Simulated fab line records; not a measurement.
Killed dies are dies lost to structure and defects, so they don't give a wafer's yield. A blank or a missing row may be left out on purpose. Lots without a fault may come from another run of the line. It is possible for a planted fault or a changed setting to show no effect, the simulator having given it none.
Which tool was responsible?	flow sky130	6 lots (18 wafers sampled), 1 step of a 708-step route

## WHAT THE GAUGES READ, wafer by wafer
SKY_POLY_GATE_OVL_MEAS_14.
lot	measured	on	POLY_GATE_OVL (nm)
L303	day 16 20:42	overlay-01	-12 -4 -6
L306	day 17 23:14	overlay-02	-4 -6 6
L309	day 19 05:22	overlay-01	-4 -17 -9
L318	day 22 13:15	overlay-01	1 -1 7
L320	day 22 19:04	overlay-01	1 -12 5
L323	day 24 06:22	overlay-02	1 -9 -7

## WHICH TOOL RAN EACH LOT (tool, then ch and the chambers of the sampled wafers, then the start)
No process step before these readings appears in the record.

## THE ANSWER, worked out from the rows above alone
Rule: usual is defined by the lots themselves. The widest of any qualifying gaps counts: lots, ordered by their means at a reading, are off when they make up no more than a third of the lots, leave a main group of 4 or more, and stand apart from it by 3 or more times the standard deviation of that group's means. The tables above print the reading to a certain number of digits; a main group whose means all agree to those digits is not used. A lot without any number at a reading at which 4 lots or more have one is off too. All remaining lots with rows at the step are treated as sound.
None of the lots is off at any reading shown; this tells nothing.

## WHAT THE SIMULATOR PUT IN
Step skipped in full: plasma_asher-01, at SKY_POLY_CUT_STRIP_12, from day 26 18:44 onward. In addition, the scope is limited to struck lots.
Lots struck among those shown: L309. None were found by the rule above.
